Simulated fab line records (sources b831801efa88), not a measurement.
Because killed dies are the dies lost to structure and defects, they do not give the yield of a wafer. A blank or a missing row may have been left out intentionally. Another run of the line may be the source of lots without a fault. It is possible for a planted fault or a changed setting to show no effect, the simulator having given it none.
Struck lot and sound lot, side by side || flow sky130 || 20 steps out of a route of 708
Sound: these wafers, L738.2, L738.4, L738.6. Struck: wafers L740.1, L740.2, L740.6. The cause is given at the end.
For every step that has rows: the tool of each side, followed by ch and its chambers, followed by its first start. Under that, the readings that differ: sound wafers || struck wafers || difference of the means || sigmas: that difference in standard deviations of wafers without a fault.
alike: readings whose means differ by less than 2 such deviations, and words and numbers that are the same on both sides. not compared: withheld readings, readings that some wafer has no value for, bounds like >300 that may hide the same value, and numbers for which the record gives no deviation and whose values overlap.
Wherever a step has rows on one side only, a row that says differs or no value, or a row with sigmas, the two part there. When numbers do not overlap yet have no deviation, they are printed without sigmas and do not part them. Lack of a reading on every wafer of one side parts them only where that side has two or more wafers.

first, 3 steps without rows for these wafers: SKY_VT_ADJUST_HVTR_EXPOSE_04 (exposes mask HVTRM, target cd 380 nm); SKY_VT_ADJUST_HVTR_PEB_05; SKY_VT_ADJUST_HVTR_DEVELOP_06 (develop time 60 s).
SKY_VT_ADJUST_HVTR_CD_MEAS_07 targets a cd of 380 nm.
  sound: cdSem-01 at day 10 08:27; struck: cdSem-02 at day 10 14:21
{"reading": "cdNm (nm)", "sound": "381.3 383.0 382.8", "struck": "376.3 375.2 376.6", "difference": -6.3, "sigmas": -2}
SKY_VT_ADJUST_HVTR_OVL_MEAS_08:
  sound: overlay-01 at day 10 08:34; struck: overlay-01 at day 10 14:28
  alike: VT_ADJUST_HVTR_OVL
following that, these wafers have no rows for 1 step: SKY_VT_ADJUST_HVTR_IMPLANT_09.
SKY_VT_ADJUST_HVTR_STRIP_10: strips in O2/N2.
  sound on plasmaAsher-02 ch 0,1, day 10 08:44; struck on plasmaAsher-04 ch 0,1, day 10 14:39
  alike: drypumpMotorCurrentA, oesProductAu, stripTimeToEndpointS
  not compared: rfHoursCounterH
SKY_VT_ADJUST_HVTR_TW_MEAS_11:
  sound: filmMetro-03 at day 10 08:51; struck: filmMetro-03 at day 10 14:45
  alike: VT_ADJUST_HVTR_TW
then, 4 steps without rows for these wafers: SKY_VT_ADJUST_PCH_DEHYDRATE_00 (time 60 s); SKY_VT_ADJUST_PCH_HMDS_01 (prime time 60 s); SKY_VT_ADJUST_PCH_COAT_02 (resist thk 3000 nm); SKY_VT_ADJUST_PCH_SOFTBAKE_03.
SKY_VT_ADJUST_PCH_EXPOSE_04: exposes mask NWM, target cd 840 nm.
  sound on ilineStepper-02 ch 0, day 10 20:12; struck on ilineStepper-01 ch 0, day 11 02:19
{"reading": "mask", "sound": "NWM#0 NWM#0 NWM#0", "struck": "TUNM#0 TUNM#0 TUNM#0", "difference": "differs", "sigmas": ""}
  alike: exposureDoseMJCm2
then, 2 steps without rows for these wafers: SKY_VT_ADJUST_PCH_PEB_05; SKY_VT_ADJUST_PCH_DEVELOP_06 (develop time 60 s).
SKY_VT_ADJUST_PCH_OVL_MEAS_07:
  sound: overlay-02 at day 11 07:18; struck: overlay-01 at day 11 13:27
{"reading": "VT_ADJUST_PCH_OVL (nm)", "sound": "-4.0 -2.8 -3.3", "struck": "- - -", "difference": "no value on the struck wafers", "sigmas": ""}
following that, these wafers have no rows for 1 step: SKY_VT_ADJUST_PCH_IMPLANT_08.
SKY_VT_ADJUST_PCH_STRIP_09: strips in O2/N2.
  sound on plasmaAsher-04 ch 0,1, day 11 07:29; struck on plasmaAsher-04 ch 0,1, day 11 13:38
  alike: drypumpMotorCurrentA, oesProductAu, stripTimeToEndpointS
  not compared: rfHoursCounterH
SKY_VT_ADJUST_PCH_TW_MEAS_10:
  sound: filmMetro-03 at day 11 07:35; struck: filmMetro-04 at day 11 13:58
{"reading": "VT_ADJUST_PCH_TW", "sound": "142.4 142.2 142.9", "struck": "29.6 29.9 29.8", "difference": -112.7, "sigmas": "-99 or more"}
  not compared: hold
following that, these wafers have no rows for 1 step: SKY_PAD_OPEN_PROBE_99.

WHERE THEY PART
First at SKY_VT_ADJUST_HVTR_CD_MEAS_07; last, within this record, at SKY_VT_ADJUST_PCH_TW_MEAS_10.

WHY: whatever the simulator had introduced
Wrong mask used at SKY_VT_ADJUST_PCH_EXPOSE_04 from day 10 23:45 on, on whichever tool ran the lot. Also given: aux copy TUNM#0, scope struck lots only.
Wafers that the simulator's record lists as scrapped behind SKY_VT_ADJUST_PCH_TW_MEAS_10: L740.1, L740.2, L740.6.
